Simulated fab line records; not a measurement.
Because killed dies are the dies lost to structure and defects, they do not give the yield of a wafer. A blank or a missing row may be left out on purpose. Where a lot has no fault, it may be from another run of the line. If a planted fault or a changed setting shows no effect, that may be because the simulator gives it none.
2 desks, one fault | flow sky130 | each desk holds nothing but its own numbers, with what lay behind them at the end

## AT THE TOOL OWNER'S DESK: rie-metal-04
The tool's own readings at SKY_METAL3_ETCH_16 (etches BARC in N2/H2, stops on SiO2, time 88.2 s, target depth 60 nm): means of the sampled wafers that have a number, for each lot that ran on this tool. If a lot's mean is further than 4 standard deviations from the usual mean, the lot is out of limits and carries the mark OUT (the distance appears in the brackets).
Columns: A = drypump-motor-current-A at SKY_METAL3_ETCH_16, usual 5.8 A; B = oes-product-au at SKY_METAL3_ETCH_16, usual 0.625 a.u.; C = throttle-valve-pct at SKY_METAL3_ETCH_16, usual 13.205 %
lot  | first seen here | A   | B     | C
L892 | day 40 04:42    | 5.5 | 0.625 | 13.204
L895 | day 40 20:59    | 5.2 | 0.619 | 13.205
L896 | day 40 23:59    | 5.5 | 0.629 | 13.207
L901 | day 42 05:17    | 5.7 | 0.622 | 13.205
This desk found nothing out of limits on any of the 4 lots.

## METROLOGY DESK
Means of the sampled wafers that have a number, per lot and without regard to the tool the lot ran on: this is what the gauges read. If a lot's mean is further than 4 standard deviations from the usual mean, the lot is out of limits and carries the mark OUT (the distance appears in the brackets).
Columns: A = cd-nm at SKY_METAL3_CD_MEAS_13, usual 299.5 nm; B = METAL3_OVL at SKY_METAL3_OVL_MEAS_14, usual 1 nm
lot  | first seen here | A     | B
L891 | day 38 23:19    | 301.3 | -1
L892 | day 40 04:31    | 299.2 | 6
L895 | day 40 20:49    | 298.6 | -6
L896 | day 40 23:49    | 299.4 | 5
L899 | day 42 00:55    | 300.0 | 1
L901 | day 42 05:04    | 301.7 | -3
L912 | day 45 10:08    | 297.8 | 4
This desk found nothing out of limits on any of the 7 lots.

## TAKEN TOGETHER
The desk of the tool owner found nothing out of limits.
From the metrology desk's view, nothing was out of limits.

## WHAT THE SIMULATOR HAD PUT IN
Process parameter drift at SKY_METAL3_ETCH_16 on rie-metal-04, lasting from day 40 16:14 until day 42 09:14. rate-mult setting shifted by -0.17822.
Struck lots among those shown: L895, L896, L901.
